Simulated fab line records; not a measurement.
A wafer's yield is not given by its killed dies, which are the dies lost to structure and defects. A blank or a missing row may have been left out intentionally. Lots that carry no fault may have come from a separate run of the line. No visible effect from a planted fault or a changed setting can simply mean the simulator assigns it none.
fab line records	flow gf180mcu
[record] lots = 5	wafers = 15	last_day = 34
route steps=602 shown DNWELL@40 NWELL@42 LVPWELL@54 MVSD@66 PASSIVATION@602
lots that met no fault: from a run of the same line without faults
start_h: hours from the record's opening day to when the first of the lot's shown wafers began	wait_h: how many hours have passed since the lot's step before this one	" identical to the entry in the row above	L1.1+2: a row that stands for several wafers	- value missing, or start not given	* or withheld: withheld	< > ~ a bound
route shown NAME@n: a module of which the file shows steps, and the number in the route of the first	usual: mean/standard deviation of fault-free wafers	same: alike in all rows	chamber/n: place in a boat	sites: each site's reading	_std_site: standard deviation of those values	_edge_site: outer sites' mean less inner sites'	radius_mm: for every site, how far away it sits from the centre of the wafer	mask NAME#n: copy n	behind: the tool/chamber that last shaped the wafer	hold: the reason the lot was held/the length of the hold in hours/how it ended	device: whichever transistor did not switch (one of n, p or np)	end of line: the same wafers' tests at the end of the route	step lacking rows: just its recipe	killed: not the wafer's yield, but the dies lost to structure and defects at the first sort	map: a wafer's dies, x killed, . not, _ none there
set.NAME: the setting as run; set.NAME@STEP: as run at that earlier step	model.NAME: the simulator's own value behind a step, which no gauge read
lots at selected steps of the route; one table per step, one row per wafer
services: when a tool's chamber went out of use (start_h, in hours from the record's first day, below 0 if earlier), for how many hours, and the reason
[[steps]]
[step GF_DNWELL_STRIP_08]
[recipe] chemistry = O2/N2	power_w = 1400	pressure_mtorr = 1500	platen_temp_c = 250	o2_flow_sccm = 3000	n2_flow_sccm = 300	overash_fraction = 0.5
[usual] drypump_motor_current_A = 5.5/0.45	heater_power_w = 329/29	oes_product_au = 0.722/0.0038	strip_time_to_endpoint_s = 36.97/0.12
lot.wafer	tool	chamber	start_h	wait_h	drypump_motor_current_A	heater_power_w	oes_product_au	rf_hours_counter_h	strip_time_to_endpoint_s
L709.1	plasma_asher-02	0	54.02	0.1	4.9	365	0.723	39	37.03
L709.2	"	1	"	"	6.0	348	0.723	39	37.05
L709.3	"	1	"	"	6.0	338	0.718	-	37.01
L718.1	plasma_asher-02	0	102.39	0.1	4.9	366	0.724	45	36.95
L718.4	"	1	"	"	6.0	346	0.728	-	37.08
L718.6	"	0	"	"	4.9	355	0.723	-	37.13
L727.2	plasma_asher-01	1	148.84	0.1	5.6	284	0.719	3	37.04
L727.4	"	1	"	"	5.6	285	0.722	-	37.18
L727.6	"	1	"	"	5.6	288	0.714	-	37.09
L729.2	plasma_asher-02	0	160.87	0.1	4.9	351	0.720	51	37.09
L729.4	"	0	"	"	4.9	366	0.730	-	36.97
L729.6	"	1	"	"	6.0	337	0.731	-	37.06
L730.1	plasma_asher-02	1	164.67	0.1	6.0	342	0.726	52	37.17
L730.2	"	0	"	"	4.9	359	0.730	52	37.15
L730.4	"	1	"	"	6.0	339	0.723	-	37.27
[step GF_DNWELL_TW_MEAS_09]
[usual] DNWELL_TW = 1350/16
lot.wafer	tool	chamber	start_h	wait_h	DNWELL_TW
L709.1	film_metro-01	-	54.12	0.1	1355
L709.2	"	-	"	"	1351
L709.3	"	-	"	"	1356
L718.1	film_metro-03	-	102.49	0.1	1334
L718.4	"	-	"	"	1329
L718.6	"	-	"	"	1332
L727.2	film_metro-01	-	148.95	0.1	1363
L727.4	"	-	"	"	1370
L727.6	"	-	"	"	1367
L729.2	film_metro-04	-	160.98	0.1	1345
L729.4	"	-	"	"	1335
L729.6	"	-	"	"	1342
L730.1	film_metro-04	-	164.77	0.1	1339
L730.2	"	-	"	"	1336
L730.4	"	-	"	"	1340
[step GF_NWELL_DEHYDRATE_00]
[recipe] temp_c = 200	time_s = 60
[step GF_NWELL_HMDS_01]
[recipe] prime_time_s = 60	prime_temp_c = 120
[step GF_NWELL_COAT_02]
[recipe] spin_rpm = 2000	resist_thk_nm = 3000
[step GF_NWELL_SOFTBAKE_03]
[recipe] temp_c = 110	time_s = withheld
[step GF_NWELL_EXPOSE_04]
[recipe] mask_id = Nwell	target_cd_nm = 860	na = 0.6	source_shape = conventional	sigma_outer = 0.6	dose_mj = 260
[step GF_NWELL_PEB_05]
[recipe] temp_c = 115	time_s = withheld
[step GF_NWELL_DEVELOP_06]
[recipe] wall_angle_deg = 90	develop_time_s = 60	dev_temp_c = 23
[step GF_NWELL_OVL_MEAS_07]
[usual] NWELL_OVL = -1.2/1.6
lot.wafer	tool	chamber	start_h	wait_h	NWELL_OVL[nm]
L709.1	overlay-01	-	66.74	-	-3.8
L709.2	"	-	"	"	-2.4
L709.3	"	-	"	"	-2.7
L718.1	overlay-01	-	116.84	-	-4.6
L718.4	"	-	"	"	-5.2
L718.6	"	-	"	"	-1.1
L727.2	overlay-01	-	165.25	-	-1.9
L727.4	"	-	"	"	-2.7
L727.6	"	-	"	"	-1.5
L729.2	overlay-01	-	177.60	-	-0.7
L729.4	"	-	"	"	-1.8
L729.6	"	-	"	"	0.2
L730.1	overlay-02	-	180.32	-	-1.8
L730.2	"	-	"	"	-2.0
L730.4	"	-	"	"	-3.5
[step GF_NWELL_IMPLANT_08]
[recipe] species = P	energy_kev = 450	dose_cm2 = 1.5e+13	tilt_deg = 0
[step GF_NWELL_IMPLANT_09]
[recipe] species = P	energy_kev = 160	dose_cm2 = 4e+12	tilt_deg = 0
[step GF_NWELL_STRIP_10]
[recipe] chemistry = O2/N2	power_w = 1400	pressure_mtorr = 1500	platen_temp_c = 250	o2_flow_sccm = 3000	n2_flow_sccm = 300	overash_fraction = 0.5
[usual] drypump_motor_current_A = 5.6/0.48	heater_power_w = 344/35	oes_product_au = 0.722/0.0041	strip_time_to_endpoint_s = 36.93/0.096
lot.wafer	tool	chamber	start_h	wait_h	drypump_motor_current_A	heater_power_w	oes_product_au	rf_hours_counter_h	strip_time_to_endpoint_s	model.coat_of_NWELL_COAT_02.thk_nm
L709.1	plasma_asher-04	1	67.08	0.1	5.2	322	0.719	27	36.75	0
L709.2	"	0	"	"	5.8	280	0.727	27	36.93	0
L709.3	"	1	"	"	5.2	315	0.719	-	36.83	0
L718.1	plasma_asher-03	1	117.18	0.1	6.2	394	0.961	47	-	410.1
L718.4	"	1	"	"	6.2	399	0.958	-	-	410
L718.6	"	0	"	"	5.8	339	0.967	-	-	411.2
L727.2	plasma_asher-03	0	165.58	0.1	5.8	349	0.716	52	36.84	0
L727.4	"	0	"	"	5.8	347	0.726	-	36.76	0
L727.6	"	1	"	"	6.2	400	0.720	-	36.76	0
L729.2	plasma_asher-02	0	177.93	0.1	4.9	363	0.722	53	36.90	0
L729.4	"	1	"	"	6.0	342	0.728	-	36.92	0
L729.6	"	1	"	"	6.0	341	0.720	-	36.90	0
L730.1	plasma_asher-04	1	180.66	0.1	5.1	315	0.722	39	36.89	0
L730.2	"	0	"	"	5.8	284	0.720	39	36.90	0
L730.4	"	1	"	"	5.2	315	0.727	-	36.83	0
[step GF_NWELL_TW_MEAS_11]
[usual] NWELL_TW = 1568/14
lot.wafer	tool	chamber	start_h	wait_h	NWELL_TW
L709.1	film_metro-03	-	67.18	0.1	1551
L709.2	"	-	"	"	1558
L709.3	"	-	"	"	1550
L718.1	film_metro-04	-	117.28	0.1	1565
L718.4	"	-	"	"	1567
L718.6	"	-	"	"	1568
L727.2	film_metro-02	-	165.69	0.1	1582
L727.4	"	-	"	"	1582
L727.6	"	-	"	"	1587
L729.2	film_metro-03	-	178.04	0.1	1555
L729.4	"	-	"	"	1553
L729.6	"	-	"	"	1542
L730.1	film_metro-03	-	180.76	0.1	1557
L730.2	"	-	"	"	1557
L730.4	"	-	"	"	1559
[step GF_LVPWELL_DEHYDRATE_00]
[recipe] temp_c = 200	time_s = 60
[step GF_LVPWELL_HMDS_01]
[recipe] prime_time_s = 60	prime_temp_c = 120
[step GF_LVPWELL_COAT_02]
[recipe] spin_rpm = 2000	resist_thk_nm = 3000
[step GF_LVPWELL_SOFTBAKE_03]
[recipe] temp_c = 110	time_s = withheld
[step GF_LVPWELL_EXPOSE_04]
[recipe] mask_id = LVPWELL	target_cd_nm = 600	na = 0.6	source_shape = conventional	sigma_outer = 0.6	dose_mj = 260
[step GF_LVPWELL_PEB_05]
[recipe] temp_c = 115	time_s = withheld
[step GF_LVPWELL_DEVELOP_06]
[recipe] wall_angle_deg = 90	develop_time_s = 60	dev_temp_c = 23
[step GF_LVPWELL_OVL_MEAS_07]
[usual] LVPWELL_OVL = 0.4/1.7
lot.wafer	tool	chamber	start_h	wait_h	LVPWELL_OVL[nm]
L709.1	overlay-02	-	80.66	-	1.9
L709.2	"	-	"	"	2.3
L709.3	"	-	"	"	3.2
L718.1	overlay-02	-	132.51	-	1.7
L718.4	"	-	"	"	1.7
L718.6	"	-	"	"	1.6
L727.2	overlay-01	-	182.23	-	-1.4
L727.4	"	-	"	"	-1.5
L727.6	"	-	"	"	-1.7
L729.2	overlay-02	-	194.93	-	-0.3
L729.4	"	-	"	"	-0.3
L729.6	"	-	"	"	-0.4
L730.1	overlay-01	-	197.77	-	1.2
L730.2	"	-	"	"	0.9
L730.4	"	-	"	"	-2.2
[step GF_LVPWELL_IMPLANT_08]
[recipe] species = B	energy_kev = 170	dose_cm2 = 1.5e+13	tilt_deg = 0
[step GF_LVPWELL_IMPLANT_09]
[recipe] species = B	energy_kev = 60	dose_cm2 = 5e+12	tilt_deg = 0
[step GF_LVPWELL_STRIP_10]
[recipe] chemistry = O2/N2	power_w = 1400	pressure_mtorr = 1500	platen_temp_c = 250	o2_flow_sccm = 3000	n2_flow_sccm = 300	overash_fraction = 0.5
[usual] drypump_motor_current_A = 5.7/0.46	heater_power_w = 352/31	oes_product_au = 0.722/0.0049	strip_time_to_endpoint_s = 36.94/0.1
lot.wafer	tool	chamber	start_h	wait_h	drypump_motor_current_A	heater_power_w	oes_product_au	rf_hours_counter_h	strip_time_to_endpoint_s
L709.1	plasma_asher-03	1	80.99	0.1	6.2	398	0.726	43	36.65
L709.2	"	0	"	"	5.7	335	0.724	43	36.76
L709.3	"	0	"	"	5.7	340	0.719	-	36.65
L718.1	plasma_asher-02	1	132.84	0.1	6.0	348	0.729	48	43.07
L718.4	"	1	"	"	6.0	348	0.724	-	43.00
L718.6	"	0	"	"	4.9	359	0.722	-	43.07
L727.2	plasma_asher-02	0	182.56	0.1	4.9	352	0.719	54	36.90
L727.4	"	0	"	"	4.9	371	0.725	-	36.76
L727.6	"	1	"	"	6.0	351	0.714	-	36.96
L729.2	plasma_asher-03	1	195.26	0.1	6.2	395	0.716	55	36.97
L729.4	"	0	"	"	5.8	342	0.728	-	36.94
L729.6	"	1	"	"	6.2	410	0.724	-	36.96
L730.1	plasma_asher-02	0	198.11	0.1	4.9	360	0.714	55	37.08
L730.2	"	1	"	"	6.0	340	0.714	55	37.09
L730.4	"	0	"	"	4.9	358	0.719	-	37.12
[step GF_LVPWELL_TW_MEAS_11]
[usual] LVPWELL_TW = 557/4.5
lot.wafer	tool	chamber	start_h	wait_h	LVPWELL_TW
L709.1	film_metro-04	-	81.09	0.1	556
L709.2	"	-	"	"	554
L709.3	"	-	"	"	552
L718.1	film_metro-04	-	132.94	0.1	514
L718.4	"	-	"	"	515
L718.6	"	-	"	"	517
L727.2	film_metro-02	-	182.67	0.1	567
L727.4	"	-	"	"	565
L727.6	"	-	"	"	564
L729.2	film_metro-04	-	195.37	0.1	554
L729.4	"	-	"	"	552
L729.6	"	-	"	"	554
L730.1	film_metro-03	-	198.21	0.1	551
L730.2	"	-	"	"	554
L730.4	"	-	"	"	553
[step GF_MVSD_DEHYDRATE_00]
[recipe] temp_c = 200	time_s = 60
[step GF_PASSIVATION_PROBE_99]
lot.wafer	tool	chamber	start_h	wait_h	model.etest.nldd_6p0.line_ohm_um	model.etest.nldd_6p0.rs_ohm_sq	model.etest.nmos_6p0.r_on_ohm_um	model.etest.nwell.line_ohm_um	model.etest.ldnmos_10p0.r_on_ohm_um	model.etest.nwell.width_nm	model.etest.nmos_3p3_sab.r_on_ohm_um	model.etest.nmos_3p3.r_on_ohm_um
L709.1	prober-01	-	695.41	0.1	4611	1407	2199	1201	3710	856.6	1820	1675
L709.2	prober-01	-	695.46	0.1	4744	1397	2169	1238	3734	856.4	1814	1672
L709.3	prober-01	-	695.51	0.2	4659	1402	2182	1218	3741	857.1	1830	1690
L718.1	prober-01	-	753.23	0.1	5266	1579	2321	1112	3870	956.8	1861	1710
L718.4	prober-01	-	753.38	0.2	5312	1585	2340	1127	3904	952.7	1869	1728
L718.6	prober-01	-	753.48	0.2	5221	1603	2315	1104	3837	955.1	1844	1701
L727.2	prober-02	-	803.94	0.1	4689	1411	2114	1098	3669	856.4	1779	1651
L727.4	prober-02	-	804.04	0.2	4750	1400	2142	1115	3731	865.7	1778	1632
L727.6	prober-02	-	804.14	0.2	4666	1402	2117	1107	3655	867.1	1748	1643
L729.2	prober-02	-	816.79	0.1	4759	1407	2134	1204	3737	851.7	1752	1626
L729.4	prober-02	-	816.89	0.2	4651	1395	2148	1182	3701	853.5	1783	1641
L729.6	prober-02	-	816.99	0.2	4602	1399	2134	1206	3706	854.4	1736	1617
L730.1	prober-01	-	817.57	0.1	4636	1388	2176	1164	3706	858.8	1818	1698
L730.2	prober-01	-	817.62	0.1	4590	1394	2135	1166	3664	853.3	1780	1645
L730.4	prober-01	-	817.72	0.2	4654	1392	2161	1213	3744	860.5	1805	1642
// killed by level:class
L709.1 V1:geometric_particle:open=8 V3:geometric_particle:open=7 V2:geometric_particle:open=6 POLY_GATE:geometric_particle:short=4 POLY_GATE:geometric_particle:open=4 V4:geometric_particle:open=3 M2:geometric_particle:short=3 STI:geometric_particle:open=2
L709.2 V1:geometric_particle:open=8 CONTACT:geometric_particle:open=5 V4:geometric_particle:open=3 CONTACT:geometric_particle:short=3 V3:geometric_particle:short=3 STI:geometric_particle:open=2 V1:geometric_particle:short=2 M2:geometric_particle:short=2
L709.3 V3:geometric_particle:open=8 V5:geometric_particle:open=6 CONTACT:geometric_particle:short=4 V1:geometric_particle:open=4 STI:geometric_particle:open=3 CONTACT:geometric_particle:open=3 V2:geometric_particle:open=3 M5:geometric_particle:short=3
L727.2 V5:geometric_particle:open=5 CONTACT:geometric_particle:short=4 V4:geometric_particle:open=4 STI:geometric_particle:open=3 CONTACT:geometric_particle:open=3 M1:geometric_particle:short=3 V1:geometric_particle:short=3 M3:geometric_particle:short=3
L727.4 CONTACT:geometric_particle:open=9 V4:geometric_particle:open=6 STI:geometric_particle:open=5 CONTACT:geometric_particle:short=4 V3:geometric_particle:open=4 V2:geometric_particle:open=3 STI:geometric_particle:short=2 V1:geometric_particle:open=2
L727.6 CONTACT:geometric_particle:open=5 V2:geometric_particle:open=5 V3:geometric_particle:open=4 V5:geometric_particle:open=4 V4:geometric_particle:open=3 SALICIDE:geometric_particle:open=2 V1:geometric_particle:open=2 M4:geometric_particle:short=1
L729.2 CONTACT:geometric_particle:open=7 V3:geometric_particle:open=7 V2:geometric_particle:open=6 V1:geometric_particle:open=5 V4:geometric_particle:short=4 V1:geometric_particle:short=3 M5:geometric_particle:short=3 V5:geometric_particle:open=3
L729.4 CONTACT:geometric_particle:short=5 V2:geometric_particle:open=5 V1:geometric_particle:short=4 V1:geometric_particle:open=4 V5:geometric_particle:open=4 STI:geometric_particle:short=3 STI:geometric_particle:open=3 V3:geometric_particle:open=3
L729.6 STI:geometric_particle:short=6 CONTACT:geometric_particle:open=5 CONTACT:geometric_particle:short=4 V1:geometric_particle:open=4 V2:geometric_particle:open=4 V3:geometric_particle:open=3 V5:geometric_particle:open=3 SAB:geometric_particle:open=2
L730.1 CONTACT:geometric_particle:open=6 V4:geometric_particle:open=6 M2:geometric_particle:short=4 V5:geometric_particle:short=4 V5:geometric_particle:open=4 STI:geometric_particle:short=3 M1:geometric_particle:short=3 V2:geometric_particle:open=3
L730.2 V2:geometric_particle:open=6 V4:geometric_particle:open=5 V1:geometric_particle:open=4 V3:geometric_particle:open=4 V5:geometric_particle:open=4 CONTACT:geometric_particle:short=3 M1:geometric_particle:short=3 V2:geometric_particle:short=2
L730.4 V2:geometric_particle:open=8 CONTACT:geometric_particle:open=7 V1:geometric_particle:open=5 M4:geometric_particle:short=4 STI:geometric_particle:open=3 CONTACT:geometric_particle:short=3 M1:geometric_particle:short=3 V3:geometric_particle:open=3
[[services]]
tool	chamber	start_h	hours	kind
plasma_asher-01	-	66.17	10.5	repair
plasma_asher-04	-	69.13	4.3	pm
plasma_asher-01	-	108.75	9.0	pm
plasma_asher-01	0	108.75	9.0	vent_cycle
plasma_asher-01	1	108.75	9.0	vent_cycle
plasma_asher-01	0	117.75	-	clean
plasma_asher-01	1	117.75	-	clean
plasma_asher-01	-	138.71	5.0	repair
plasma_asher-02	-	193.42	1.2	repair
[[key]]
[first_sign] step = GF_NWELL_STRIP_10	reading = oes_product_au	direction = up	sigmas = 59	usual = 0.722	struck = 0.962
[effect] step = GF_LVPWELL_STRIP_10	reading = strip_time_to_endpoint_s	direction = up	sigmas = 60	usual = *	struck = *
[effect] step = GF_LVPWELL_TW_MEAS_11	reading = LVPWELL_TW	direction = down	sigmas = 9.1	usual = 557	struck = 516
[model_effect] step = GF_NWELL_STRIP_10	value = coat_of_NWELL_COAT_02.thk_nm	without = 0	struck = 410.4
[model_effect] step = GF_PASSIVATION_PROBE_99	value = etest.nldd_6p0.line_ohm_um	without = 4631	struck = 5266
met_at GF_NWELL_STRIP_10
struck_wafers L718.1,L718.4,L718.6
sort_left_out L718.1,L718.4,L718.6
tester_left_out L718
[fault] kind = strip_aborted	tool = plasma_asher-03	chamber = -	onset_h = 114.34	steps = GF_NWELL_STRIP_10	offset = 0.44317	end_h = 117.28
// tester_left_out: of these lots the tester's yield and bins aren't shown, on N5 and GAA mostly nor the transistor test; their killed dies are dies lost to structure and defects alone, not to doping, threshold or leakage, so they don't give the yield
// sort_left_out: the simulated sort isn't trusted on such a fault, so these wafers' sort isn't shown, and their yield isn't known
